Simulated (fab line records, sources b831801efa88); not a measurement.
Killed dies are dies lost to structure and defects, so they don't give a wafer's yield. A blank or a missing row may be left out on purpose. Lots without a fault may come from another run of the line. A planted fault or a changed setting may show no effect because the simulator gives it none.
fab line records | flow sky130
record lots=13 wafers=39 last_day=49
route steps=708 shown VT_ADJUST_HVTR@139 SONOS_TUNNEL@166 SONOS_ONO@170 PAD_OPEN@708
lots that met no fault: from a run of the same line without faults
start_h: hours from the record's first day to the start of the lot's first wafer shown | wait_h: hours since the lot's step before | " the same as in the row above | L1.1+2: a row that stands for several wafers | - no value, or no start given | * or withheld: withheld | < > ~ a bound
route shown NAME@n: a module of which the file shows steps, and the number in the route of the first | usual: mean/standard deviation of fault-free wafers | same: alike in all rows | chamber/n: place in a boat | sites: the reading at each site | _std_site: their standard deviation | _edge_site: outer sites' mean less inner sites' | radius_mm: how far each site lies from the wafer's centre | mask NAME#n: copy n | behind: the tool/chamber that last shaped the wafer | hold: why the lot was held/for how many hours/how that ended | device: the transistor (n, p or np) that didn't switch | end of line: the same wafers' tests at the end of the route | a step without rows: its recipe alone | killed: dies lost to structure and defects at the first sort, not the wafer's yield | map: a wafer's dies, x killed, . not, _ none there
set.NAME: the setting as run; set.NAME@STEP: as run at that earlier step | model.NAME: the simulator's own value behind a step, which no gauge read
steps of the route over a sample of lots; a table a step, a row a wafer
services: from which hour (start_h, from the record's first day; less than 0 if before it) a tool's chamber was out of use, for how many hours, and why
## steps
# step SKY_VT_ADJUST_HVTR_OVL_MEAS_08
# usual VT_ADJUST_HVTR_OVL=-0.5/1.5
# columns lot.wafer tool chamber start_h wait_h VT_ADJUST_HVTR_OVL[nm]
L669.3 overlay-02 - 223.38 0.1 -1.8
L669.4 " - " " -0.6
L669.5 " - " " -2.0
L672.2 overlay-01 - 223.98 0.1 -0.2
L672.3 " - " " -1.2
L672.5 " - " " -1.5
L671.2 overlay-02 - 225.88 0.1 -1.5
L671.3 " - " " -0.8
L671.6 " - " " 0.5
L673.1 overlay-01 - 236.77 0.1 -1.3
L673.3 " - " " -1.2
L673.5 " - " " -1.1
L674.2 overlay-01 - 240.07 0.1 1.2
L674.3 " - " " 1.3
L674.4 " - " " 0.4
L677.1 overlay-02 - 267.09 0.1 0.1
L677.2 " - " " -2.5
L677.5 " - " " -1.5
L679.2 overlay-02 - 282.34 0.1 -1.0
L679.4 " - " " -1.8
L679.6 " - " " -1.7
L681.2 overlay-01 - 293.48 0.1 -1.7
L681.4 " - " " -0.7
L681.6 " - " " -1.1
L682.1 overlay-02 - 308.39 0.1 1.6
L682.2 " - " " 1.4
L682.4 " - " " 0.8
L683.1 overlay-01 - 321.01 0.1 -0.8
L683.2 " - " " 0.0
L683.3 " - " " -0.8
L685.1 overlay-02 - 336.26 0.1 -2.6
L685.3 " - " " -3.5
L685.5 " - " " -4.1
L684.2 overlay-02 - 336.71 0.1 0.6
L684.4 " - " " -0.2
L684.6 " - " " 0.8
L687.1 overlay-01 - 346.39 0.1 0.8
L687.3 " - " " -0.2
L687.4 " - " " -0.1
# step SKY_SONOS_TUNNEL_TW_MEAS_12
# usual SONOS_TUNNEL_TW=199/3
# columns lot.wafer tool chamber start_h wait_h SONOS_TUNNEL_TW
L669.3 film_metro-04 - 272.29 0.0 201
L669.4 " - " " 201
L669.5 " - " " 201
L672.2 film_metro-04 - 272.58 0.0 201
L672.3 " - " " 202
L672.5 " - " " 202
L671.2 film_metro-01 - 274.34 0.0 194
L671.3 " - " " 195
L671.6 " - " " 194
L673.1 film_metro-04 - 285.43 0.0 201
L673.3 " - " " 202
L673.5 " - " " 201
L674.2 film_metro-04 - 290.19 0.0 200
L674.3 " - " " 200
L674.4 " - " " 201
L677.1 film_metro-04 - 318.30 0.0 202
L677.2 " - " " 202
L677.5 " - " " 202
L679.2 film_metro-04 - 334.95 0.0 201
L679.4 " - " " 201
L679.6 " - " " 201
L681.2 film_metro-03 - 345.74 0.0 198
L681.4 " - " " 198
L681.6 " - " " 198
L682.1 film_metro-04 - 363.53 0.0 203
L682.2 " - " " 202
L682.4 " - " " 202
L683.1 film_metro-04 - 375.21 0.0 202
L683.2 " - " " 202
L683.3 " - " " 201
L685.1 film_metro-03 - 391.23 0.0 201
L685.3 " - " " 199
L685.5 " - " " 199
L684.2 film_metro-01 - 392.79 0.0 195
L684.4 " - " " 194
L684.6 " - " " 195
L687.1 film_metro-03 - 402.98 0.0 199
L687.3 " - " " 200
L687.4 " - " " 201
# step SKY_SONOS_ONO_CVD_02
# recipe material=Si3N4 precursor=DCS/NH3 target_thk_nm=10.5 temp_c=770 time_s=180 pressure_mtorr=250
# usual spike_tc_bottom_C=790/3.5 spike_tc_centre_C=769.8/0.96 spike_tc_lower_C=769.6/1 spike_tc_top_C=786.1/2.3 spike_tc_upper_C=769.1/1
# columns lot.wafer tool chamber start_h wait_h spike_tc_bottom_C spike_tc_centre_C spike_tc_lower_C spike_tc_top_C spike_tc_upper_C
L669.3 lpcvd-02 1 276.24 2.2 793 770.6 768.1 787.2 769.2
L669.4 " 1 " " 791 770.0 769.3 787.8 770.6
L669.5 " 1 " " 792 769.8 769.2 789.0 768.3
L672.2 lpcvd-02 0 276.24 2.2 784 769.7 769.4 781.7 768.4
L672.3 " 0 " " 784 770.0 769.5 783.0 768.3
L672.5 " 0 " " 783 769.9 770.2 781.0 770.3
L671.2 lpcvd-02 0 277.82 1.3 784 767.4 769.3 782.2 770.9
L671.3 " 0 " " 785 769.8 767.9 781.0 769.6
L671.6 " 0 " " 784 770.5 769.2 782.1 768.1
L673.1 lpcvd-02 1 288.48 0.7 791 772.4 769.7 788.2 768.6
L673.3 " 1 " " 790 768.2 771.2 785.7 769.8
L673.5 " 1 " " 791 769.2 769.9 787.5 770.2
L674.2 lpcvd-02 0 295.26 1.7 784 768.3 768.8 784.9 770.0
L674.3 " 0 " " 784 770.8 768.2 782.6 770.0
L674.4 " 0 " " 785 769.7 769.6 782.7 769.6
L677.1 lpcvd-02 0 321.79 2.0 784 769.6 770.0 783.3 768.4
L677.2 " 0 " " 783 770.5 770.0 782.8 771.0
L677.5 " 0 " " 785 770.0 769.5 783.1 770.4
L679.2 lpcvd-02 0 337.16 0.0 783 770.3 768.9 784.4 771.1
L679.4 " 0 " " 784 767.9 770.0 781.9 769.6
L679.6 " 0 " " 786 768.9 771.1 780.8 770.1
L681.2 lpcvd-02 1 348.80 0.5 792 770.5 767.6 789.4 768.8
L681.4 " 1 " " 790 769.9 768.4 787.8 768.9
L681.6 " 1 " " 791 770.4 770.3 787.6 768.4
L682.1 lpcvd-02 1 380.64 15.7 791 769.4 768.8 787.7 770.3
L682.2 " 1 " " 792 770.1 769.1 787.4 768.8
L682.4 " 1 " " 791 771.0 772.4 788.8 768.4
L683.1 lpcvd-02 0 380.64 1.4 785 770.3 767.6 782.7 767.4
L683.2 " 0 " " 786 769.5 768.7 781.8 769.5
L683.3 " 0 " " 783 768.7 770.3 783.9 767.5
L685.1 lpcvd-02 1 393.48 0.5 783 760.4 760.1 777.1 760.7
L685.3 " 1 " " 782 759.9 762.7 777.8 761.6
L685.5 " 1 " " 783 760.7 761.0 777.9 758.9
L684.2 lpcvd-02 1 394.53 0.2 782 760.9 760.3 779.1 761.4
L684.4 " 1 " " 782 758.2 759.9 778.4 759.5
L684.6 " 1 " " 784 760.3 761.3 777.9 759.5
L687.1 lpcvd-02 0 404.47 0.1 775 760.6 760.8 773.4 758.8
L687.3 " 0 " " 776 760.5 760.3 775.5 759.0
L687.4 " 0 " " 776 760.7 762.0 774.2 759.5
# step SKY_SONOS_ONO_THK_MEAS_03
# recipe reads=Si3N4_of_SONOS_ONO_CVD_02
# usual SONOS_ONO_CVD_02_THK=10.52/0.13
# columns lot.wafer tool chamber start_h wait_h SONOS_ONO_CVD_02_THK[nm]
L672.2 film_metro-03 - 277.83 0.0 10.54
L672.3 " - " " 10.47
L672.5 " - " " 10.52
L669.3 film_metro-02 - 277.84 0.0 10.55
L669.4 " - " " 10.51
L669.5 " - " " 10.49
L671.2 film_metro-01 - 278.88 0.0 10.28
L671.3 " - " " 10.26
L671.6 " - " " 10.38
L673.1 film_metro-02 - 289.53 0.0 10.56
L673.3 " - " " 10.39
L673.5 " - " " 10.50
L674.2 film_metro-02 - 296.32 0.0 10.49
L674.3 " - " " 10.47
L674.4 " - " " 10.52
L677.1 film_metro-02 - 322.84 0.0 10.65
L677.2 " - " " 10.76
L677.5 " - " " 10.56
L679.2 film_metro-01 - 338.22 0.0 10.75
L679.4 " - " " 10.70
L679.6 " - " " 10.62
L681.2 film_metro-03 - 349.86 0.0 10.59
L681.4 " - " " 10.58
L681.6 " - " " 10.62
L682.1 film_metro-03 - 381.69 0.0 10.40
L682.2 " - " " 10.59
L682.4 " - " " 10.32
L683.1 film_metro-01 - 381.69 0.0 10.76
L683.2 " - " " 10.50
L683.3 " - " " 10.55
L685.1 film_metro-02 - 394.53 0.0 8.86
L685.3 " - " " 8.84
L685.5 " - " " 9.09
L684.2 film_metro-02 - 395.59 0.0 8.86
L684.4 " - " " 8.72
L684.6 " - " " 8.71
L687.1 film_metro-01 - 405.52 0.0 8.85
L687.3 " - " " 8.79
L687.4 " - " " 8.88
# step SKY_SONOS_ONO_THK_MEAS_05
# recipe reads=SiO2_of_SONOS_ONO_CVD_04
# usual SONOS_ONO_CVD_04_THK=5.69/0.092
# columns lot.wafer tool chamber start_h wait_h SONOS_ONO_CVD_04_THK[nm]
L672.2 film_metro-03 - 279.14 0.0 5.69
L672.3 " - " " 5.65
L672.5 " - " " 5.72
L669.3 film_metro-02 - 279.15 0.0 5.67
L669.4 " - " " 5.70
L669.5 " - " " 5.65
L671.2 film_metro-02 - 280.39 0.0 5.70
L671.3 " - " " 5.69
L671.6 " - " " 5.58
L673.1 film_metro-02 - 290.84 0.0 5.83
L673.3 " - " " 5.85
L673.5 " - " " 5.73
L674.2 film_metro-03 - 297.63 0.0 5.66
L674.3 " - " " 5.74
L674.4 " - " " 5.67
L677.1 film_metro-01 - 324.15 0.0 5.73
L677.2 " - " " 5.75
L677.5 " - " " 5.77
L679.2 film_metro-02 - 339.53 0.0 5.70
L679.4 " - " " 5.63
L679.6 " - " " 5.58
L681.2 film_metro-03 - 351.17 0.0 5.67
L681.4 " - " " 5.71
L681.6 " - " " 5.81
L682.1 film_metro-03 - 383.00 0.0 5.56
L682.2 " - " " 5.51
L682.4 " - " " 5.52
L683.1 film_metro-02 - 383.00 0.0 5.79
L683.2 " - " " 5.80
L683.3 " - " " 5.84
L685.1 film_metro-01 - 395.84 0.0 5.74
L685.3 " - " " 5.80
L685.5 " - " " 5.76
L684.2 film_metro-03 - 397.10 0.0 5.78
L684.4 " - " " 5.60
L684.6 " - " " 5.80
L687.1 film_metro-03 - 406.83 0.0 5.77
L687.3 " - " " 5.75
L687.4 " - " " 5.67
# step SKY_PAD_OPEN_PROBE_99
# usual killed_at_M0_to_M3=45/7.5 killed_at_M4_up=2.8/1.9 killed_at_contacts=25/5.5 killed_at_front_end=14/4 killed_at_other=0.3/0.75 killed_dies=87/9.4 killed_open=47/6.6 killed_short=39/6.6
# same gross_dies=492 killed_at_back_side=0
# columns lot.wafer tool chamber start_h wait_h killed_at_M0_to_M3 killed_at_M4_up killed_at_contacts killed_at_front_end killed_at_other killed_dies killed_open killed_short
L672.2 prober-01 - 1106.73 0.1 31 5 28 10 0 74 43 30
L672.3 prober-01 - 1106.78 0.2 42 5 11 11 0 69 37 32
L672.5 prober-01 - 1106.88 0.2 44 2 17 17 0 80 38 42
L669.3 prober-02 - 1106.80 0.2 43 1 28 13 1 86 47 39
L669.4 prober-02 - 1106.85 0.2 34 0 39 14 0 87 49 38
L669.5 prober-02 - 1106.90 0.2 52 3 31 14 1 101 52 49
L671.2 prober-01 - 1108.39 0.1 40 2 14 10 0 66 40 26
L671.3 prober-01 - 1108.44 0.2 43 0 34 10 0 87 46 41
L671.6 prober-01 - 1108.59 0.2 51 0 32 8 0 91 48 43
L673.1 prober-02 - 1110.06 0.1 44 4 20 9 0 77 42 35
L673.3 prober-02 - 1110.16 0.2 38 5 20 14 1 78 39 39
L673.5 prober-02 - 1110.26 0.2 36 1 33 8 2 80 53 27
L674.2 prober-01 - 1111.42 0.1 54 4 30 10 0 98 45 53
L674.3 prober-01 - 1111.47 0.2 45 4 31 13 0 93 53 40
L674.4 prober-01 - 1111.52 0.2 42 4 31 17 0 94 54 40
L677.1 prober-02 - 1133.43 0.1 48 4 29 19 0 100 61 39
L677.2 prober-02 - 1133.48 0.1 38 5 23 19 0 85 48 37
L677.5 prober-02 - 1133.63 0.2 58 4 22 16 1 101 48 53
L679.2 prober-01 - 1138.67 0.1 48 2 23 13 0 86 52 34
L679.4 prober-01 - 1138.77 0.2 40 6 20 23 1 90 46 44
L679.6 prober-01 - 1138.87 0.2 36 3 30 18 0 87 45 42
L681.2 prober-02 - 1160.37 0.1 47 3 34 10 0 94 51 43
L681.4 prober-02 - 1160.47 0.2 45 1 18 7 0 71 44 27
L681.6 prober-02 - 1160.57 0.2 40 1 20 11 0 72 37 35
L683.1 prober-01 - 1171.23 0.1 35 1 28 19 0 83 51 32
L683.2 prober-01 - 1171.28 0.1 55 5 31 12 0 103 64 39
L683.3 prober-01 - 1171.33 0.2 51 2 29 12 0 94 47 47
L682.1 prober-02 - 1175.18 0.1 40 4 17 16 0 77 36 41
L682.2 prober-02 - 1175.23 0.1 33 2 25 17 0 77 35 42
L682.4 prober-02 - 1175.33 0.2 39 2 21 12 0 74 47 27
L685.1 prober-01 - 1180.96 0.1 56 1 22 14 0 93 37 56
L685.3 prober-01 - 1181.06 0.2 34 4 24 20 0 82 46 36
L685.5 prober-01 - 1181.16 0.2 54 2 25 14 0 95 47 48
L684.2 prober-02 - 1181.98 0.1 61 3 35 23 0 122 67 55
L684.4 prober-02 - 1182.08 0.2 37 3 17 14 1 72 40 32
L684.6 prober-02 - 1182.18 0.2 48 5 30 10 0 93 50 43
L687.1 prober-01 - 1184.88 0.1 45 2 24 12 0 83 49 34
L687.3 prober-01 - 1184.98 0.2 57 1 26 12 0 96 62 34
L687.4 prober-01 - 1185.03 0.2 39 1 23 15 0 78 45 33
# killed by level:class
L672.2 CONTACT:geometric_particle:open=11 LI_CONTACT:geometric_particle:open=6 METAL2:geometric_particle:short=6 LOCAL_INTERCONNECT:geometric_particle:short=5 VIA1:geometric_particle:open=5 LOCAL_INTERCONNECT:geometric_particle:open=4 VIA2:geometric_particle:open=4 VIA3:geometric_particle:short=4
L672.3 VIA1:geometric_particle:open=11 METAL2:geometric_particle:short=8 FIELD_ISO:geometric_particle:open=5 LI_CONTACT:geometric_particle:open=5 VIA2:geometric_particle:open=5 METAL4:geometric_particle:short=4 VIA3:geometric_particle:short=4 CONTACT:geometric_particle:open=3
L669.3 CONTACT:geometric_particle:open=14 VIA1:geometric_particle:open=10 VIA1:geometric_particle:short=7 METAL2:geometric_particle:short=7 LI_CONTACT:geometric_particle:open=6 CONTACT:geometric_particle:short=5 VIA2:geometric_particle:open=5 METAL1:geometric_particle:short=4
L669.4 CONTACT:geometric_particle:open=15 VIA2:geometric_particle:open=8 LI_CONTACT:geometric_particle:open=7 FIELD_ISO:geometric_particle:open=6 LOCAL_INTERCONNECT:geometric_particle:short=6 CONTACT:geometric_particle:short=6 METAL1:geometric_particle:short=5 VIA1:geometric_particle:short=5
L672.5 VIA1:geometric_particle:open=8 POLY_GATE:geometric_particle:short=6 METAL1:geometric_particle:short=6 VIA2:geometric_particle:open=6 VIA3:geometric_particle:open=5 CONTACT:geometric_particle:open=5 LOCAL_INTERCONNECT:geometric_particle:short=5 LI_CONTACT:geometric_particle:open=4
L669.5 CONTACT:geometric_particle:open=13 VIA1:geometric_particle:open=11 VIA3:geometric_particle:open=10 POLY_GATE:geometric_particle:short=7 LI_CONTACT:geometric_particle:open=7 METAL2:geometric_particle:short=7 METAL1:geometric_particle:short=5 METAL3:geometric_particle:short=5
L671.2 VIA1:geometric_particle:open=12 VIA2:geometric_particle:open=5 LI_CONTACT:geometric_particle:open=4 CONTACT:geometric_particle:short=4 CONTACT:geometric_particle:open=4 METAL1:geometric_particle:short=4 VIA1:geometric_particle:short=4 METAL2:geometric_particle:short=4
L671.3 VIA1:geometric_particle:open=13 LI_CONTACT:geometric_particle:open=10 CONTACT:geometric_particle:open=9 METAL3:geometric_particle:short=8 LOCAL_INTERCONNECT:geometric_particle:short=5 METAL2:geometric_particle:short=5 LI_CONTACT:geometric_particle:short=4 CONTACT:geometric_particle:short=4
L671.6 CONTACT:geometric_particle:open=10 VIA1:geometric_particle:open=10 CONTACT:geometric_particle:short=9 VIA2:geometric_particle:open=8 LI_CONTACT:geometric_particle:open=6 METAL2:geometric_particle:short=6 LOCAL_INTERCONNECT:geometric_particle:short=5 METAL1:geometric_particle:short=5
L673.1 VIA1:geometric_particle:open=10 VIA3:geometric_particle:open=7 CONTACT:geometric_particle:open=6 METAL1:geometric_particle:short=6 LI_CONTACT:geometric_particle:open=5 CONTACT:geometric_particle:short=5 VIA2:geometric_particle:open=5 VIA3:geometric_particle:short=5
L673.3 CONTACT:geometric_particle:open=9 VIA1:geometric_particle:open=8 METAL2:geometric_particle:short=7 VIA2:geometric_particle:open=6 METAL1:geometric_particle:short=5 FIELD_ISO:geometric_particle:open=4 FIELD_ISO:geometric_particle:short=4 LI_CONTACT:geometric_particle:short=4
L673.5 CONTACT:geometric_particle:open=15 VIA1:geometric_particle:open=10 LI_CONTACT:geometric_particle:open=8 LOCAL_INTERCONNECT:geometric_particle:short=5 VIA3:geometric_particle:open=5 METAL2:geometric_particle:short=4 VIA2:geometric_particle:open=4 FIELD_ISO:geometric_particle:short=3
L674.2 CONTACT:geometric_particle:open=14 METAL1:geometric_particle:short=10 VIA1:geometric_particle:open=9 METAL2:geometric_particle:short=8 LI_CONTACT:geometric_particle:open=5 VIA1:geometric_particle:short=5 VIA2:geometric_particle:open=5 VIA3:geometric_particle:short=5
L674.3 CONTACT:geometric_particle:open=11 VIA1:geometric_particle:open=10 LOCAL_INTERCONNECT:geometric_particle:short=8 LI_CONTACT:geometric_particle:open=7 VIA3:geometric_particle:open=7 VIA2:geometric_particle:open=7 VIA1:geometric_particle:short=5 CONTACT:geometric_particle:short=4
L674.4 CONTACT:geometric_particle:open=14 VIA1:geometric_particle:open=12 VIA2:geometric_particle:open=7 CONTACT:geometric_particle:short=6 METAL1:geometric_particle:short=5 FIELD_ISO:geometric_particle:open=4 SPACER:geometric_particle:short=4 LI_CONTACT:geometric_particle:open=4
L677.1 VIA1:geometric_particle:open=12 LI_CONTACT:geometric_particle:open=12 VIA2:geometric_particle:open=8 POLY_GATE:geometric_particle:open=7 CONTACT:geometric_particle:open=7 METAL1:geometric_particle:short=6 CONTACT:geometric_particle:short=5 VIA3:geometric_particle:open=5
L677.2 CONTACT:geometric_particle:open=10 VIA1:geometric_particle:open=9 VIA2:geometric_particle:open=7 LI_CONTACT:geometric_particle:open=6 POLY_GATE:geometric_particle:short=6 METAL2:geometric_particle:short=5 METAL3:geometric_particle:short=5 POLY_GATE:geometric_particle:open=4
L677.5 VIA1:geometric_particle:open=12 METAL2:geometric_particle:short=11 METAL1:geometric_particle:short=8 VIA1:geometric_particle:short=8 POLY_GATE:geometric_particle:short=6 CONTACT:geometric_particle:open=6 LI_CONTACT:geometric_particle:open=6 VIA3:geometric_particle:open=5
L679.2 VIA1:geometric_particle:open=15 CONTACT:geometric_particle:open=11 METAL2:geometric_particle:short=8 VIA3:geometric_particle:open=6 FIELD_ISO:geometric_particle:open=5 VIA2:geometric_particle:open=5 LOCAL_INTERCONNECT:geometric_particle:short=4 POLY_GATE:geometric_particle:short=3
L679.4 CONTACT:geometric_particle:open=9 FIELD_ISO:geometric_particle:open=9 METAL2:geometric_particle:short=9 VIA1:geometric_particle:open=7 VIA3:geometric_particle:open=6 VIA2:geometric_particle:open=6 METAL4:geometric_particle:short=5 CONTACT:geometric_particle:short=5
L679.6 CONTACT:geometric_particle:open=10 LI_CONTACT:geometric_particle:open=9 FIELD_ISO:geometric_particle:open=7 METAL2:geometric_particle:short=7 FIELD_ISO:geometric_particle:short=6 VIA1:geometric_particle:open=6 LOCAL_INTERCONNECT:geometric_particle:short=6 METAL1:geometric_particle:short=5
L681.2 LI_CONTACT:geometric_particle:open=11 VIA1:geometric_particle:open=10 CONTACT:geometric_particle:open=10 CONTACT:geometric_particle:short=8 VIA2:geometric_particle:open=7 METAL2:geometric_particle:short=6 VIA1:geometric_particle:short=5 METAL1:geometric_particle:short=4
L681.4 VIA1:geometric_particle:open=12 VIA3:geometric_particle:open=8 LI_CONTACT:geometric_particle:open=6 VIA2:geometric_particle:open=6 CONTACT:geometric_particle:open=6 VIA1:geometric_particle:short=5 CONTACT:geometric_particle:short=4 METAL1:geometric_particle:short=4
L681.6 VIA1:geometric_particle:open=12 CONTACT:geometric_particle:open=9 POLY_GATE:geometric_particle:open=5 METAL1:geometric_particle:short=5 VIA1:geometric_particle:short=5 POLY_GATE:geometric_particle:short=4 LI_CONTACT:geometric_particle:open=4 LOCAL_INTERCONNECT:geometric_particle:short=4
L683.1 LI_CONTACT:geometric_particle:open=8 FIELD_ISO:geometric_particle:open=7 CONTACT:geometric_particle:open=7 VIA1:geometric_particle:open=6 VIA2:geometric_particle:open=5 LOCAL_INTERCONNECT:geometric_particle:short=5 CONTACT:geometric_particle:short=4 METAL1:geometric_particle:short=4
L683.2 VIA1:geometric_particle:open=12 CONTACT:geometric_particle:open=12 VIA2:geometric_particle:open=10 VIA1:geometric_particle:short=9 LI_CONTACT:geometric_particle:open=6 POLY_GATE:geometric_particle:open=4 LOCAL_INTERCONNECT:geometric_particle:short=4 CONTACT:geometric_particle:short=4
L683.3 VIA1:geometric_particle:open=11 LI_CONTACT:geometric_particle:open=8 CONTACT:geometric_particle:short=8 METAL1:geometric_particle:short=8 VIA1:geometric_particle:short=8 METAL2:geometric_particle:short=8 CONTACT:geometric_particle:open=7 LOCAL_INTERCONNECT:geometric_particle:short=5
L682.1 VIA1:geometric_particle:open=10 METAL1:geometric_particle:short=5 CONTACT:geometric_particle:open=5 CONTACT:geometric_particle:short=5 FIELD_ISO:geometric_particle:short=4 LI_CONTACT:geometric_particle:open=4 VIA1:geometric_particle:short=4 METAL2:geometric_particle:short=4
L682.2 CONTACT:geometric_particle:short=9 METAL1:geometric_particle:short=7 CONTACT:geometric_particle:open=7 VIA1:geometric_particle:open=7 FIELD_ISO:geometric_particle:open=5 LOCAL_INTERCONNECT:geometric_particle:short=4 VIA3:geometric_particle:short=4 VIA3:geometric_particle:open=4
L682.4 VIA1:geometric_particle:open=15 CONTACT:geometric_particle:open=7 VIA2:geometric_particle:open=6 LI_CONTACT:geometric_particle:open=5 VIA1:geometric_particle:short=5 POLY_GATE:geometric_particle:open=4 CONTACT:geometric_particle:short=4 VIA3:geometric_particle:open=4
L685.1 METAL1:geometric_particle:short=9 METAL2:geometric_particle:short=8 VIA2:geometric_particle:open=7 CONTACT:geometric_particle:open=6 VIA1:geometric_particle:open=6 CONTACT:geometric_particle:short=5 VIA1:geometric_particle:short=5 VIA2:geometric_particle:short=5
L685.3 VIA1:geometric_particle:open=11 CONTACT:geometric_particle:open=8 LI_CONTACT:geometric_particle:open=6 VIA3:geometric_particle:open=5 POLY_GATE:geometric_particle:open=4 SPACER:geometric_particle:open=4 LI_CONTACT:geometric_particle:short=4 METAL1:geometric_particle:short=4
L685.5 CONTACT:geometric_particle:open=12 VIA1:geometric_particle:open=11 METAL1:geometric_particle:short=7 METAL2:geometric_particle:short=7 VIA1:geometric_particle:short=5 LI_CONTACT:geometric_particle:open=5 LOCAL_INTERCONNECT:geometric_particle:short=5 VIA3:geometric_particle:short=5
L684.2 VIA1:geometric_particle:open=17 CONTACT:geometric_particle:open=9 METAL1:geometric_particle:short=9 FIELD_ISO:geometric_particle:open=8 LI_CONTACT:geometric_particle:open=8 CONTACT:geometric_particle:short=8 VIA2:geometric_particle:open=8 FIELD_ISO:geometric_particle:short=7
L684.4 VIA1:geometric_particle:open=11 CONTACT:geometric_particle:open=7 FIELD_ISO:geometric_particle:short=6 VIA3:geometric_particle:open=5 VIA2:geometric_particle:open=5 METAL2:geometric_particle:short=4 METAL3:geometric_particle:short=4 METAL1:geometric_particle:short=3
L684.6 VIA2:geometric_particle:open=11 CONTACT:geometric_particle:open=10 VIA1:geometric_particle:open=9 LI_CONTACT:geometric_particle:open=8 POLY_GATE:geometric_particle:short=6 VIA1:geometric_particle:short=6 CONTACT:geometric_particle:short=5 METAL4:geometric_particle:short=5
L687.1 VIA1:geometric_particle:open=10 CONTACT:geometric_particle:open=10 VIA1:geometric_particle:short=8 CONTACT:geometric_particle:short=6 METAL2:geometric_particle:short=6 FIELD_ISO:geometric_particle:open=5 POLY_GATE:geometric_particle:open=5 METAL1:geometric_particle:short=5
L687.3 VIA1:geometric_particle:open=21 VIA3:geometric_particle:open=11 VIA1:geometric_particle:short=9 LI_CONTACT:geometric_particle:open=8 CONTACT:geometric_particle:open=7 POLY_GATE:geometric_particle:open=5 CONTACT:geometric_particle:short=4 LOCAL_INTERCONNECT:geometric_particle:short=4
L687.4 CONTACT:geometric_particle:open=11 VIA1:geometric_particle:open=10 VIA2:geometric_particle:open=6 POLY_GATE:geometric_particle:open=5 LI_CONTACT:geometric_particle:short=5 METAL1:geometric_particle:short=5 VIA3:geometric_particle:open=5 POLY_GATE:geometric_particle:short=4
## services
# columns tool chamber start_h hours kind
lpcvd-02 - 362.89 14.6 pm
## key
first_sign step=SKY_SONOS_ONO_CVD_02 reading=spike_tc_centre_C direction=down sigmas=10 usual=769.8 struck=760.2
effect step=SKY_SONOS_ONO_CVD_02 reading=spike_tc_upper_C direction=down sigmas=8.9 usual=769.1 struck=759.9
effect step=SKY_SONOS_ONO_THK_MEAS_03 reading=SONOS_ONO_CVD_02_THK direction=down sigmas=13 usual=10.52 struck=8.84
met_at SKY_SONOS_ONO_CVD_02
struck_lots L684,L685,L687
tester_left_out L684,L685,L687
not_acting_at SKY_VT_ADJUST_HVTR_OVL_MEAS_08,SKY_SONOS_TUNNEL_TW_MEAS_12,SKY_SONOS_ONO_THK_MEAS_05
onset_between 380.64 393.48
fault kind=process_parameter_drift tool=lpcvd-02 chamber=- onset_h=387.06 steps=SKY_SONOS_ONO_CVD_02 channel=temp_c offset=* shape=step end_h=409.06 acts_in=* stated=*
# tester_left_out: of these lots the tester's yield and bins aren't shown, on N5 and GAA mostly nor the transistor test; their killed dies are dies lost to structure and defects alone, not to doping, threshold or leakage, so they don't give the yield
